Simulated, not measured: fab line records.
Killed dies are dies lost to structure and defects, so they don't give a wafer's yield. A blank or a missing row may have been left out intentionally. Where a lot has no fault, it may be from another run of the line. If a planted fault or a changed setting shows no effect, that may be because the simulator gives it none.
What tool caused it? ; flow gf180mcu ; 42 wafers from 14 lots sampled at 5 of the route's 602 steps

== WHAT THE GAUGES SHOWED, per wafer ==
GF_VT_IMPLANT_OVL_MEAS_18. Usual: VT_IMPLANT_01_OVL typically reads -0.1 nm, with standard deviation 1.5.
lot;measured;on;VT_IMPLANT_01_OVL (nm);flag
L500;day 6 06:34;overlay-01;-3.4 -1.8 -1.8;
L502;day 6 18:41;overlay-01;-0.4 -0.5 -2.1;
L504;day 7 06:47;overlay-01;-0.8 0.6 2.5;
L505;day 7 12:55;overlay-01;2.3 0.0 2.2;
L506;day 7 19:50;overlay-02;0.7 2.4 -1.4;
L507;day 8 01:05;overlay-01;1.6 1.5 2.3;
L510;day 8 21:01;overlay-02;-0.1 -0.7 1.6;
L512;day 9 09:44;overlay-02;0.6 0.1 0.0;
L513;day 9 14:41;overlay-01;0.6 -0.2 -0.1;
L514;day 9 20:49;overlay-02;-2.2 -2.3 -1.5;
L517;day 10 14:51;overlay-02;-0.1 -0.6 -0.7;
L518;day 10 22:47;overlay-01;0.2 -2.0 0.3;
L521;day 11 17:44;overlay-02;-1.0 -0.6 -2.6;
L522;day 12 01:59;overlay-02;-0.2 -0.9 -0.6;

GF_VT_IMPLANT_RS_MEAS_49: measurement is done with a four-point probe. Usual: MVPSD_RS typically reads 1169.7 ohm/sq, with standard deviation 2.8.
lot;measured;on;MVPSD_RS (ohm/sq);flag
L500;day 7 13:19;film metro-02;1170.3 1172.5 1170.2;
L502;day 8 02:19;film metro-04;1171.4 1169.7 1167.3;
L504;day 8 14:29;film metro-02;1172.7 1172.8 1174.2;
L505;day 8 22:01;film metro-04;1170.8 1172.4 1169.5;
L506;day 9 05:50;film metro-04;1171.5 1170.3 1171.4;
L507;day 9 11:30;film metro-03;1171.9 1173.6 1174.6;
L510;day 10 08:11;film metro-02;1172.9 1170.3 1173.3;
L512;day 10 21:27;film metro-02;1163.3 1166.0 1169.7;
L513;day 11 02:25;film metro-03;1164.6 1161.3 1166.0;
L514;day 11 09:46;film metro-03;1174.7 1172.0 1174.0;
L517;day 12 05:49;film metro-04;1166.0 1169.3 1170.6;
L518;day 12 13:52;film metro-04;1167.6 1168.3 1164.3;
L521;day 13 10:08;film metro-04;1164.1 1169.7 1164.4;
L522;day 13 19:07;film metro-04;1167.3 1165.5 1167.5;

GF_DUAL_GATE_OVL_MEAS_11. Usual: DUAL_GATE_OVL typically reads 0.3 nm, with standard deviation 1.3.
lot;measured;on;DUAL_GATE_OVL (nm);flag
L500;day 8 12:00;overlay-01;-1.5 -0.2 -0.7;
L502;day 8 21:17;overlay-01;1.6 0.4 0.1;
L504;day 9 09:06;overlay-02;0.9 2.1 1.6;
L505;day 9 17:21;overlay-01;0.8 0.6 -1.0;
L506;day 10 05:09;overlay-01;0.2 4.2 1.0;
L507;day 10 08:14;overlay-02;0.1 -2.0 -2.0;
L510;day 11 03:50;overlay-01;0.5 -0.3 -1.4;
L512;day 11 17:26;overlay-01;2.1 0.6 0.2;
L513;day 11 23:15;overlay-02;- - -;OFF
L514;day 12 06:00;overlay-02;- - -;OFF
L517;day 13 03:53;overlay-02;0.7 1.1 -0.8;
L518;day 13 12:47;overlay-01;0.2 -0.8 -1.1;
L521;day 14 08:29;overlay-01;0.5 0.2 -0.6;
L522;day 14 17:29;overlay-02;1.0 1.9 -0.3;

GF_POLY_GATE_CD_MEAS_18. Usual: cd nm 279.9 nm, standard deviation 1.6.
lot;measured;on;cd nm (nm);flag
L500;day 9 13:38;cd sem-02;279.0 279.2 279.2;
L502;day 9 20:05;cd sem-02;278.8 280.4 278.5;
L504;day 10 12:31;cd sem-01;282.7 283.2 281.6;
L505;day 10 16:28;cd sem-02;282.1 281.3 282.2;
L506;day 11 05:28;cd sem-02;279.5 279.0 280.1;
L507;day 11 07:24;cd sem-01;278.3 278.4 280.2;
L510;day 12 04:02;cd sem-02;277.1 279.1 278.4;
L512;day 12 20:14;cd sem-01;280.4 279.6 280.4;
L517;day 14 05:48;cd sem-02;281.0 280.9 280.5;
L518;day 14 15:51;cd sem-01;279.8 280.0 277.9;
L521;day 15 12:10;cd sem-02;278.7 279.2 280.2;
L522;day 15 21:00;cd sem-01;281.1 280.1 278.4;

== WHICH TOOL RAN EACH LOT (tool, then ch and the chambers of the sampled wafers, then the start) ==
lot;GF_DUAL_GATE_DEVELOP_10
L500;litho track-01 ch 0, day 8 11:52
L502;litho track-01 ch 0, day 8 21:08
L504;litho track-04 ch 0, day 9 08:57
L505;litho track-04 ch 0, day 9 17:13
L506;litho track-04 ch 0, day 10 05:00
L507;litho track-03 ch 0, day 10 08:05
L510;litho track-01 ch 0, day 11 03:41
L512;litho track-03 ch 0, day 11 17:17
L513;litho track-04 ch 0, day 11 23:07
L514;litho track-04 ch 0, day 12 05:51
L517;litho track-01 ch 0, day 13 03:46
L518;litho track-03 ch 0, day 13 12:39
L521;litho track-01 ch 0, day 14 08:20
L522;litho track-01 ch 0, day 14 17:22
- GF_DUAL_GATE_DEVELOP_10: develop time 60 s.

== WHAT THE TOOLS THEMSELVES READ (means of the sampled wafers that have a number; where no wafer has one, the mark that the record gives instead) ==
GF_DUAL_GATE_DEVELOP_10. Usual: developer temp C 22.99 C, standard deviation 0.11.
lot;tool;developer temp C (C);flag
L500;litho track-01;22.99;
L502;litho track-01;23.01;
L504;litho track-04;22.98;
L505;litho track-04;22.99;
L506;litho track-04;23.07;
L507;litho track-03;23.00;
L510;litho track-01;22.91;
L512;litho track-03;22.90;
L513;litho track-04;22.96;
L514;litho track-04;22.83;
L517;litho track-01;22.99;
L518;litho track-03;23.02;
L521;litho track-01;22.96;
L522;litho track-01;22.92;

== THE ANSWER, worked out from the rows above alone ==
Rule: a lot counts as off when the mean over its wafers that have a number is more than 3 standard deviations away from the usual mean. Also off: a lot with no number at a reading for which 4 or more lots have one. Where the step has rows for the other lots, those lots are counted as sound. First the gauges in route order, then the tools' own readings, where a lot's mean is used as printed above. The first step at which some lot is off is used, and at that step the reading that is off furthest; a lot without a number counts as furthest.
Off: L513, L514, seen at GF_DUAL_GATE_OVL_MEAS_11 (DUAL_GATE_OVL). Without a number there: L513, L514.
If a tool, at a process step before that reading, ran all the lots that are off and no sound lot after the first of them, it fits. Gauges at GF_DUAL_GATE_OVL_MEAS_11: tried the same way as those tools. One fits: litho track-04 at GF_DUAL_GATE_DEVELOP_10. A fault onset in the window from L506 (day 10 05:00, its last sound lot) to L513 (day 11 23:07, its first lot off) fits.

== WHAT WAS PUT IN BY THE SIMULATOR ==
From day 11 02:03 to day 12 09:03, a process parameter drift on litho track-04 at GF_DUAL_GATE_DEVELOP_10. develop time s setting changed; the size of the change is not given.
Shown lots that were struck: L513, L514. The rule given above showed the same thing.
